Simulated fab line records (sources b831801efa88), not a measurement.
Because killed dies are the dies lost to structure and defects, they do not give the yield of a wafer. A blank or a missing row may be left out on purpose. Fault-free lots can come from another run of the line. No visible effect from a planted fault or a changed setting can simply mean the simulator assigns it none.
Shared-tool check	flow gf180mcu	33 wafers sampled across 11 lots

WHAT PROMPTED THE OPENING
Of 11 lots, 2 have the reading MIM_ALCU_THK flagged at GF_MIM_THK_MEAS_11. Wafers without a fault read 195.8 nm, standard deviation 2.
Rule: a lot gets a flag if all its wafers with a number sit over 4 standard deviations from that mean, or if no wafer of it has a number. All remaining lots are regarded as sound.

lot	measured	on	MIM_ALCU_THK (nm), wafer by wafer	flag
L766	day 25 12:02	film-metro-02	194.3 192.9 194.9	
L767	day 25 19:01	film-metro-02	195.4 194.4 194.0	
L770	day 26 20:19	film-metro-02	197.7 199.0 196.4	
L772	day 27 14:29	film-metro-01	194.9 198.0 194.2	
L773	day 27 18:53	film-metro-04	197.1 196.3 197.9	
L774	day 28 01:39	film-metro-04	194.1 195.6 195.6	
L775	day 28 12:59	film-metro-02	193.5 194.1 194.2	
L776	day 28 20:38	film-metro-01	193.8 195.6 197.3	
L777	day 29 01:30	film-metro-04	211.4 211.8 212.8	FLAGGED
L778	day 29 10:41	film-metro-02	210.7 208.4 209.3	FLAGGED
L786	day 31 11:52	film-metro-04	199.4 194.3 195.0	
The mean of the flagged lots' numbers is 210.7 nm, +14.9 nm from the usual (+7 standard deviations).

WHICH TOOL EACH LOT WENT THROUGH
Before the reading, the record contains 2 process steps out of a 602-step route. Read each cell as the tool, then ch plus the chambers that the sampled wafers visited, then the start.
lot	flag	GF_MIM_SPUTTER_07	GF_MIM_SPUTTER_09
L766		pvd-sputter-01, day 25 11:49	pvd-sputter-01, day 25 11:52
L767		pvd-sputter-04, day 25 18:48	pvd-sputter-04, day 25 18:52
L770		pvd-sputter-04, day 26 20:05	pvd-sputter-04, day 26 20:10
L772		pvd-sputter-01, day 27 14:15	pvd-sputter-01, day 27 14:19
L773		pvd-sputter-04, day 27 18:39	pvd-sputter-04, day 27 18:43
L774		pvd-sputter-04, day 28 01:25	pvd-sputter-04, day 28 01:29
L775		pvd-sputter-04, day 28 12:46	pvd-sputter-04, day 28 12:50
L776		pvd-sputter-01, day 28 20:25	pvd-sputter-01, day 28 20:28
L777	FLAGGED	pvd-sputter-01, day 29 01:16	pvd-sputter-01, day 29 01:20
L778	FLAGGED	pvd-sputter-04, day 29 10:28	pvd-sputter-04, day 29 10:32
L786		pvd-sputter-04, day 31 11:37	pvd-sputter-04, day 31 11:41
What the steps here do:
- GF_MIM_SPUTTER_07: material TiN, target thk 60 nm, time 50 s.
- GF_MIM_SPUTTER_09: material TiN, target thk 35 nm, time 29.2 s.
- GF_MIM_THK_MEAS_11: measures by xrf.

FLAGGED AGAINST TOTAL, ONE TOOL AT A TIME (gauges that did the reading follow at the end)
step	tool	lots run	flagged	share of the flagged lots	sound lots run after its first flagged lot
GF_MIM_SPUTTER_07	pvd-sputter-01	4	1	some	0
GF_MIM_SPUTTER_07	pvd-sputter-04	7	1	some	1 (L786)
GF_MIM_SPUTTER_09	pvd-sputter-01	4	1	some	0
GF_MIM_SPUTTER_09	pvd-sputter-04	7	1	some	1 (L786)
GF_MIM_THK_MEAS_11	film-metro-01	2	0	none	-
GF_MIM_THK_MEAS_11	film-metro-02	5	1	some	0
GF_MIM_THK_MEAS_11	film-metro-04	4	1	some	1 (L786)

WHAT IS ALLOWED BY THE TABLE
No row of the table ran every flagged lot.

WHAT WAS PUT IN BY THE SIMULATOR
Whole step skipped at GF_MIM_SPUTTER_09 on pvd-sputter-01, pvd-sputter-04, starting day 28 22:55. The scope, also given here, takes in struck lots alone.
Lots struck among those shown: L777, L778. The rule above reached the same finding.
